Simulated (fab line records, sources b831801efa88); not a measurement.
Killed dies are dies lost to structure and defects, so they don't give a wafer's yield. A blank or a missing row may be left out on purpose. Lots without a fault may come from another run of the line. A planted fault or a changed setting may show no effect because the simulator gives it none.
Which tool did it? | flow sky130 | 24 lots, 72 wafers sampled, at 5 steps of a route of 708

WHAT THE GAUGES READ, wafer by wafer
SKY_CAPM_OVL_MEAS_12. Usual: CAPM_OVL 0.6 nm, standard deviation 1.4.
lot  | measured     | on         | CAPM_OVL (nm)  | flag
L075 | day 38 05:37 | overlay-01 | 2.2 1.0 0.3    |
L077 | day 38 21:55 | overlay-01 | 1.4 0.5 2.2    |
L074 | day 38 22:49 | overlay-01 | 0.0 -0.7 0.7   |
L076 | day 38 23:21 | overlay-01 | 3.3 2.1 1.1    |
L078 | day 39 00:50 | overlay-02 | 0.2 0.4 0.4    |
L079 | day 39 03:31 | overlay-02 | 2.8 2.0 2.2    |
L080 | day 39 08:23 | overlay-01 | 0.5 0.2 0.7    |
L081 | day 39 16:49 | overlay-02 | -2.0 -1.0 -1.2 |
L082 | day 40 03:22 | overlay-01 | 1.0 0.9 1.5    |
L084 | day 40 14:25 | overlay-02 | 0.0 0.0 -0.3   |
L083 | day 40 14:43 | overlay-02 | -0.5 0.5 0.6   |
L085 | day 40 17:34 | overlay-02 | 1.6 -0.8 1.7   |
L086 | day 41 16:12 | overlay-01 | 0.4 -2.5 -1.4  |
L088 | day 42 08:12 | overlay-02 | -1.5 -1.2 -1.0 |
L087 | day 42 13:41 | overlay-01 | 1.8 2.4 1.8    |
L090 | day 42 19:03 | overlay-02 | 0.9 1.4 0.9    |
L089 | day 42 21:31 | overlay-02 | 1.5 0.4 0.8    |
L092 | day 43 02:47 | overlay-02 | 0.4 -0.5 0.9   |
L091 | day 43 05:55 | overlay-02 | 1.4 2.1 0.2    |
L093 | day 43 09:41 | overlay-01 | -1.5 -0.9 -0.6 |
L094 | day 43 17:04 | overlay-01 | 0.2 0.5 0.7    |
L095 | day 44 01:52 | overlay-01 | 2.1 2.1 1.3    |
L096 | day 44 07:22 | overlay-01 | 2.2 3.0 2.3    |
L097 | day 44 12:28 | overlay-02 | 1.5 -1.5 -0.8  |

SKY_VIA3_BOW_MEAS_03. Usual: VIA3_BOW 80 um, standard deviation 8.7.
lot  | measured     | on            | VIA3_BOW (um) | flag
L075 | day 39 09:08 | film_metro-01 | 57 75 74      |
L077 | day 40 00:31 | film_metro-02 | 82 82 97      |
L074 | day 40 02:10 | film_metro-02 | 101 84 90     |
L076 | day 40 02:38 | film_metro-02 | 79 90 82      |
L078 | day 40 04:17 | film_metro-04 | 77 76 82      |
L079 | day 40 06:04 | film_metro-02 | 84 80 70      |
L080 | day 40 11:17 | film_metro-01 | 80 72 72      |
L081 | day 40 19:29 | film_metro-04 | 102 98 96     |
L082 | day 41 06:38 | film_metro-02 | 79 89 83      |
L084 | day 41 16:38 | film_metro-04 | 74 88 88      |
L083 | day 41 17:32 | film_metro-01 | 83 85 88      |
L085 | day 41 19:47 | film_metro-01 | 69 79 71      |
L086 | day 42 18:15 | film_metro-04 | 86 78 87      |
L088 | day 43 09:49 | film_metro-01 | 67 69 75      |
L087 | day 43 15:38 | film_metro-04 | 89 79 81      |
L090 | day 43 21:18 | film_metro-01 | 85 86 80      |
L089 | day 43 23:10 | film_metro-01 | 59 80 68      |
L092 | day 44 04:01 | film_metro-01 | 79 67 74      |
L091 | day 44 07:45 | film_metro-01 | 70 70 69      |
L093 | day 44 11:05 | film_metro-01 | 83 80 89      |
L094 | day 44 18:26 | film_metro-01 | 76 85 91      |
L095 | day 45 03:08 | film_metro-04 | 93 79 82      |
L096 | day 45 09:14 | film_metro-01 | 73 83 85      |
L097 | day 45 13:46 | film_metro-01 | 65 67 81      |

SKY_VIA3_OVL_MEAS_13. Usual: VIA3_OVL 2 nm, standard deviation 5.1.
lot  | measured     | on         | VIA3_OVL (nm) | flag
L075 | day 40 10:10 | overlay-02 | 1 2 1         |
L077 | day 41 01:35 | overlay-02 | -5 -10 -4     |
L074 | day 41 02:21 | overlay-02 | -7 -8 -4      |
L076 | day 41 03:31 | overlay-01 | -1 -4 2       |
L078 | day 41 05:02 | overlay-02 | 10 11 13      |
L079 | day 41 05:59 | overlay-01 | 4 3 2         |
L080 | day 41 11:52 | overlay-02 | 1 0 -1        |
L081 | day 41 19:51 | overlay-02 | 5 2 6         |
L082 | day 42 07:08 | overlay-01 | 3 5 2         |
L084 | day 42 16:05 | overlay-02 | 14 8 -1       |
L083 | day 42 17:15 | overlay-02 | 12 4 7        |
L085 | day 42 19:26 | overlay-01 | -5 -3 -4      |
L086 | day 43 17:18 | overlay-02 | 7 5 8         |
L088 | day 44 08:38 | overlay-02 | 1 -7 -2       |
L087 | day 44 14:41 | overlay-02 | 8 1 3         |
L090 | day 44 19:59 | overlay-01 | -4 1 1        |
L089 | day 44 22:30 | overlay-01 | 6 9 8         |
L092 | day 45 02:08 | overlay-02 | 1 -4 3        |
L091 | day 45 06:38 | overlay-02 | -5 -6 -6      |
L093 | day 45 09:40 | overlay-02 | -1 7 -3       |
L094 | day 45 17:05 | overlay-01 | 6 1 8         |
L095 | day 46 01:26 | overlay-02 | 3 3 4         |
L096 | day 46 08:05 | overlay-02 | 0 5 -1        |
L097 | day 46 12:04 | overlay-01 | -1 -1 0       |

SKY_CAP2M_THK_MEAS_01. Usual: CAP2M_CVD_00_THK 15.46 nm, standard deviation 0.27.
lot  | measured     | on            | CAP2M_CVD_00_THK (nm) | flag
L075 | day 40 11:47 | film_metro-01 | 15.40 15.70 15.38     |
L077 | day 41 03:23 | film_metro-04 | 15.17 15.37 15.34     |
L074 | day 41 04:00 | film_metro-01 | 15.66 15.21 15.50     |
L076 | day 41 05:05 | film_metro-03 | 15.13 15.04 15.49     |
L078 | day 41 06:37 | film_metro-03 | 15.34 15.53 15.55     |
L079 | day 41 07:37 | film_metro-01 | 15.40 15.27 15.50     |
L080 | day 41 13:26 | film_metro-03 | 15.13 15.45 15.28     |
L081 | day 41 21:30 | film_metro-04 | 14.95 15.54 15.08     |
L082 | day 42 08:43 | film_metro-03 | 15.04 15.28 15.38     |
L084 | day 42 17:46 | film_metro-03 | 15.11 15.62 15.46     |
L083 | day 42 18:55 | film_metro-03 | 15.76 15.87 15.54     |
L085 | day 42 21:01 | film_metro-04 | 15.54 15.21 15.51     |
L086 | day 43 18:53 | film_metro-03 | 15.26 15.63 15.44     |
L088 | day 44 10:14 | film_metro-04 | 15.65 15.37 15.08     |
L087 | day 44 16:33 | film_metro-01 | 15.32 15.54 15.61     |
L090 | day 44 21:34 | film_metro-04 | 15.15 15.45 15.28     |
L089 | day 45 00:04 | film_metro-03 | 15.31 15.73 15.80     |
L092 | day 45 03:43 | film_metro-01 | 15.99 15.78 15.28     |
L091 | day 45 08:28 | film_metro-01 | 15.39 14.91 15.07     |
L093 | day 45 11:15 | film_metro-03 | 15.46 15.25 15.65     |
L094 | day 45 18:40 | film_metro-04 | 15.53 15.94 15.82     |
L095 | day 46 03:16 | film_metro-03 | 15.28 15.91 15.42     |
L096 | day 46 09:39 | film_metro-03 | 15.16 15.80 15.95     |
L097 | day 46 13:38 | film_metro-04 | 15.21 15.72 15.92     |

WHICH TOOL RAN EACH LOT (tool, then ch and the chambers of the sampled wafers, then the start)
lot  | SKY_METAL3_STRIP_19
L075 | plasma_asher-02 ch 0,1, day 39 07:58
L077 | plasma_asher-02 ch 0,1, day 39 23:23
L074 | plasma_asher-02 ch 0,1, day 40 01:02
L076 | plasma_asher-01 ch 0,1, day 40 01:29
L078 | plasma_asher-02 ch 1, day 40 03:09
L079 | plasma_asher-03 ch 0,1, day 40 04:56
L080 | plasma_asher-01 ch 0,1, day 40 10:10
L081 | plasma_asher-03 ch 0,1, day 40 18:22
L082 | plasma_asher-03 ch 0,1, day 41 05:10
L084 | plasma_asher-03 ch 0,1, day 41 15:29
L083 | plasma_asher-01 ch 0,1, day 41 16:25
L085 | plasma_asher-01 ch 0,1, day 41 18:36
L086 | plasma_asher-03 ch 0,1, day 42 17:04
L088 | plasma_asher-02 ch 0,1, day 43 08:38
L087 | plasma_asher-03 ch 0,1, day 43 14:26
L090 | plasma_asher-01 ch 0,1, day 43 20:08
L089 | plasma_asher-01 ch 0,1, day 43 21:56
L092 | plasma_asher-01 ch 0,1, day 44 02:54
L091 | plasma_asher-01 ch 0,1, day 44 06:00
L093 | plasma_asher-02 ch 0,1, day 44 09:37
L094 | plasma_asher-01 ch 0,1, day 44 17:15
L095 | plasma_asher-03 ch 0,1, day 45 01:55
L096 | plasma_asher-03 ch 0,1, day 45 07:39
L097 | plasma_asher-02 ch 0,1, day 45 12:36
- SKY_METAL3_STRIP_19: strips in O2/N2.

WHAT THE TOOLS THEMSELVES READ (means of the sampled wafers that have a number; where no wafer has one, the mark that the record gives instead)
SKY_METAL3_STRIP_19. Usual: drypump_motor_current_A 5.5 A, standard deviation 0.45; oes_product_au 0.501 a.u., standard deviation 0.006; strip_time_to_endpoint_s 6.51 s, standard deviation 0.12.
lot  | tool            | drypump_motor_current_A (A) | oes_product_au (a.u.) | strip_time_to_endpoint_s (s) | flag
L075 | plasma_asher-02 | 5.6                         | 0.494                 | 6.36                         |
L077 | plasma_asher-02 | 5.6                         | 0.500                 | 6.55                         |
L074 | plasma_asher-02 | 5.8                         | 0.502                 | 6.53                         |
L076 | plasma_asher-01 | 5.2                         | 0.503                 | 6.56                         |
L078 | plasma_asher-02 | 5.4                         | 0.499                 | 6.53                         |
L079 | plasma_asher-03 | 5.6                         | 0.503                 | 6.59                         |
L080 | plasma_asher-01 | 5.2                         | 0.511                 | 6.57                         |
L081 | plasma_asher-03 | 5.7                         | 0.498                 | 6.53                         |
L082 | plasma_asher-03 | 5.3                         | 0.495                 | 6.38                         |
L084 | plasma_asher-03 | 5.6                         | 0.501                 | 6.45                         |
L083 | plasma_asher-01 | 5.5                         | 0.501                 | 6.50                         |
L085 | plasma_asher-01 | 5.2                         | 0.506                 | 6.63                         |
L086 | plasma_asher-03 | 5.3                         | 0.503                 | 6.48                         |
L088 | plasma_asher-02 | 5.8                         | 0.495                 | 6.41                         |
L087 | plasma_asher-03 | 5.7                         | 0.504                 | 6.56                         |
L090 | plasma_asher-01 | 5.2                         | 0.500                 | 6.53                         |
L089 | plasma_asher-01 | 5.2                         | 0.503                 | 6.54                         |
L092 | plasma_asher-01 | 5.5                         | 0.493                 | 6.35                         |
L091 | plasma_asher-01 | 5.5                         | 0.504                 | 6.53                         |
L093 | plasma_asher-02 | 5.6                         | 0.502                 | 6.59                         |
L094 | plasma_asher-01 | 5.5                         | 0.502                 | 6.51                         |
L095 | plasma_asher-03 | 5.7                         | 0.499                 | 6.52                         |
L096 | plasma_asher-03 | 5.3                         | 0.503                 | 6.48                         |
L097 | plasma_asher-02 | 5.6                         | 0.502                 | 6.47                         |

THE ANSWER, worked out from the rows above alone
Rule: a lot is off if the mean of its wafers that have a number lies more than 3 standard deviations from the usual mean. A lot without any number at a reading at which 4 lots or more have one is off too. The other lots that the step has rows for count as sound. The gauges are gone through in route order, then the tools' own readings, and for those a lot's mean is taken as printed above. The first step at which some lot is off is used, and at that step the reading that is off furthest; a lot without a number counts as furthest.
No lot is off at any reading shown: from this, nothing can be told.

WHAT THE SIMULATOR HAD PUT IN
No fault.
